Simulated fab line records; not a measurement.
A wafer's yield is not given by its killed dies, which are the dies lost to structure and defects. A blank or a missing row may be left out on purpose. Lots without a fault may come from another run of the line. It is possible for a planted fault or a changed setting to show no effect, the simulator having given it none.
The same fault as seen by 2 desks	flow sky130	each desk has only its own numbers; what lay behind them comes last

## TOOL OWNER'S DESK, implanter-03
The tool's own readings at SKY_LDD_N_IMPLANT_10: means of the sampled wafers that have a number, for each lot that ran on this tool. Any lot whose mean is over 4 standard deviations away from the usual mean is out of limits and marked OUT; that distance is given in the brackets.
Columns: A = beamOnS at SKY_LDD_N_IMPLANT_10, usual 9.98 s; B = doseIonsCm2 at SKY_LDD_N_IMPLANT_10, usual 7.501e+13; C = faradayCurrentUA at SKY_LDD_N_IMPLANT_10, usual 423
lot	first seen here	A	B	C
L139	day 19 08:31	10.03	7.507e+13	421
L141	day 20 00:04	9.95	7.500e+13	425
L148	day 22 19:23	14.93 (+24) OUT	1.258e+14 (+99 or more) OUT	473 (+5.7) OUT
L149	day 22 20:55	15.54 (+26) OUT	1.258e+14 (+99 or more) OUT	456
This desk's verdict: out of limits on L148, L149, starting with L148 at day 22 19:23 (beamOnS at SKY_LDD_N_IMPLANT_10). In limits: L139, L141.

## FROM THE METROLOGY DESK
Lot by lot, what the gauges showed, no matter which tool ran the lot: averages of those sampled wafers that carry a number. Any lot whose mean is over 4 standard deviations away from the usual mean is out of limits and marked OUT; that distance is given in the brackets.
Columns: A = VT_ADJUST_HVTR_OVL at SKY_VT_ADJUST_HVTR_OVL_MEAS_08, usual 0.3 nm; B = LDD_N_TW at SKY_LDD_N_TW_MEAS_17, usual 2592; C = LDD_LDN_TW at SKY_LDD_LDN_TW_MEAS_13, usual 1484
lot	first seen here	A	B	C
L135	day 9 11:05	0.6	2585	1487
L138	day 10 15:09	1.6	2599	1489
L139	day 10 16:54	1.1	2590	1480
L141	day 11 08:11	-0.2	2585	1471
L146	day 12 21:00	0.3	2583	1483
L148	day 13 07:22	-0.3	2677 (+6.1) OUT	1488
L149	day 13 11:58	1.5	2660 (+4.9) OUT	1483
L150	day 13 19:34	3.5	2597	1485
L152	day 14 09:40	0.3	2603	1486
L157	day 15 20:51	0.4	2564	1478
L158	day 16 03:26	-0.3	2570	1495
Per this desk, out of limits: L148, L149; the first was L148, day 22 20:22 (LDD_N_TW at SKY_LDD_N_TW_MEAS_17). In limits: L135, L138, L139, L141, L146, L150, L152, L157, L158.

## ALL TOGETHER
At day 22 19:23, on L148, L149, the tool owner's desk was in a position to raise an alarm.
On L148, L149, the metrology desk was in a position to raise an alarm at day 22 20:22.
All the named lots went through SKY_LDD_N_IMPLANT_10 on implanter-03.

## WHAT THE SIMULATOR HAD INSERTED
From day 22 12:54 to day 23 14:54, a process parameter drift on implanter-03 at SKY_LDD_N_IMPLANT_10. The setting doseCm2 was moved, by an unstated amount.
Shown lots that were struck: L148, L149.
Delay (hours) between the fault's onset and each desk's first out-of-limits reading: 6 at the tool owner's desk, 7 at the metrology desk.
